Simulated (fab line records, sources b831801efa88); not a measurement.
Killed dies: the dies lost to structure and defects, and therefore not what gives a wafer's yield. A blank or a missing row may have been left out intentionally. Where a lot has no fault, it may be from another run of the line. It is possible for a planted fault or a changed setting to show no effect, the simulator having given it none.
Comparing a struck lot with a sound one -- flow sky130 -- 16 out of 708 route steps
Sound: the wafers L806.1, L806.2, L806.5. Wafers L819.1, L819.3, L819.6 were the ones struck. The cause is given at the end.
At each step with rows: each side's tool, then ch and its chambers, then its first start. Under that, the readings that differ: sound wafers -- struck wafers -- difference of the means -- sigmas: that difference in standard deviations of wafers without a fault.
alike: readings whose means differ by less than 2 such deviations, and words and numbers that are the same on both sides. not compared: withheld readings, readings that some wafer has no value for, bounds like >300 that may hide the same value, and numbers for which the record gives no deviation and whose values overlap.
A row with sigmas, a row that says differs or no value, or rows on one side alone: a step with any of these is where the two part. Numbers that don't overlap but have no deviation are shown without sigmas and don't part them. A reading missing from all wafers of one side parts the sides only when that side holds two or more wafers.

first, 3 steps without rows for these wafers: SKY_SONOS_TUNNEL_EXPOSE_04 (exposes mask TUNM, target cd 410 nm); SKY_SONOS_TUNNEL_PEB_05; SKY_SONOS_TUNNEL_DEVELOP_06 (develop time 60 s).
SKY_SONOS_TUNNEL_CD_MEAS_07: target cd 410 nm.
  sound on cd-sem-02, day 11 20:29; struck on cd-sem-01, day 16 04:05
  alike: cd-nm
SKY_SONOS_TUNNEL_OVL_MEAS_08:
  sound on overlay-01, day 11 20:36; struck on overlay-02, day 16 04:12
  alike: SONOS_TUNNEL_OVL
then, 3 steps without rows for these wafers: SKY_SONOS_TUNNEL_IMPLANT_09; SKY_SONOS_TUNNEL_WET_ETCH_10 (etches SiO2 in dHF, target depth 14 nm, time 280 s); SKY_SONOS_TUNNEL_STRIP_11 (strips in SPM, time 600 s).
SKY_SONOS_TUNNEL_TW_MEAS_12:
  sound on film-metro-04, day 11 21:04; struck on film-metro-02, day 16 04:39
  alike: SONOS_TUNNEL_TW
then, 2 steps without rows for these wafers: SKY_SONOS_TUNNEL_CLEAN_13 (cleans in dHF, time 20 s); SKY_SONOS_ONO_OXIDATION_00 (stabilise 600 s, purge 300 s, target thk 2.6 nm).
SKY_SONOS_ONO_THK_MEAS_01:
  sound on film-metro-03, day 11 22:45; struck on film-metro-03, day 16 06:37
  alike: SONOS_ONO_OXIDATION_THK
SKY_SONOS_ONO_CVD_02: deposits Si3N4 from DCS/NH3, target thk 10.5 nm, time 180 s.
  sound on lpcvd-02 ch 0, day 12 00:31; struck on lpcvd-02 ch 0, day 16 06:40
reading,sound,struck,difference,sigmas
spike-tc-bottom-C (C),788.2 787.0 787.7,804.1 804.8 806.0,+17.3,+9
spike-tc-centre-C (C),774.5 772.6 773.1,790.9 791.3 789.4,+17.1,+11
spike-tc-lower-C (C),768.7 769.1 771.5,787.7 787.5 787.4,+17.8,+16
spike-tc-top-C (C),778.3 775.7 776.6,793.8 793.7 794.5,+17.1,+11
spike-tc-upper-C (C),769.5 769.2 769.1,787.8 787.4 784.2,+17.2,+13
susceptor-temp-C (C),770.5 770.3 770.3,787.6 787.7 788.0,+17.4,+48
model.Si3N4_of_SONOS_ONO_CVD_02.thk-nm (nm),10.57 10.58 10.66,14.96 14.8 14.94,+4.30,
  alike: pressure-mtorr, zone-power-top-pct
SKY_SONOS_ONO_THK_MEAS_03:
  sound on film-metro-01, day 12 01:34; struck on film-metro-03, day 16 07:43
reading,sound,struck,difference,sigmas
SONOS_ONO_CVD_02_THK (nm),10.52 10.61 10.61,14.94 14.81 14.99,+4.33,+33
then, 1 step without rows for these wafers: SKY_SONOS_ONO_CVD_04 (deposits SiO2 from SiH4/N2O, target thk 5.7199 nm).
-- record jumps: 33 days separate the struck wafers' starts on either side; left off in module SONOS_ONO, taken up again in module PAD_OPEN, whose first shown step is the route's number 708 --
SKY_PAD_OPEN_PROBE_99:
  sound on prober-02, day 45 22:03; struck on prober-02, day 49 02:38
reading,sound,struck,difference,sigmas
model.etest.nfet_16v.r-on-ohm-um,1.389e+04 1.396e+04 1.398e+04,1.772e+04 1.788e+04 1.785e+04,+3.873e+03,
model.etest.pfet_16v.r-on-ohm-um,1.498e+04 1.483e+04 1.516e+04,1.599e+04 1.619e+04 1.627e+04,+1.160e+03,
model.etest.pfet-g5v0d10v5.r-on-ohm-um,4667 4748 4725,5450 5486 5473,+756,
model.etest.nfet-g5v0d10v5.r-on-ohm-um,1842 1868 1868,2449 2471 2480,+607,
model.etest.nfet-g5v0d10v5.drive-ua-um,621.8 609.7 608.1,400.8 398.8 401.2,-212.9,
model.etest.tip-sonos.rs-ohm-sq,2568 2628 2634,2899 2893 2920,+294,
model.etest.nfet_05v0_nvt.drive-ua-um,586.7 577.9 573.6,423.4 420.3 420,-158.2,
model.etest.sonos-erased.drive-ua-um,228.1 196.6 176.1,55.74 78.37 64.53,-134.05,
  alike: killed_at_M0_to_M3, killed_at_M4_up, killed-at-contacts, killed-at-front-end, killed-at-other, killed-dies, killed-open, killed-short

== WHERE THEY PART ==
At SKY_SONOS_ONO_CVD_02 first; at SKY_SONOS_ONO_THK_MEAS_03 last (within this record only). Later steps at which nothing parts them and some readings are alike: SKY_PAD_OPEN_PROBE_99.

WHY: whatever the simulator had introduced
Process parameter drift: lpcvd-02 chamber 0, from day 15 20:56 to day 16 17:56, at SKY_SONOS_ONO_CVD_02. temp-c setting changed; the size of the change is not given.
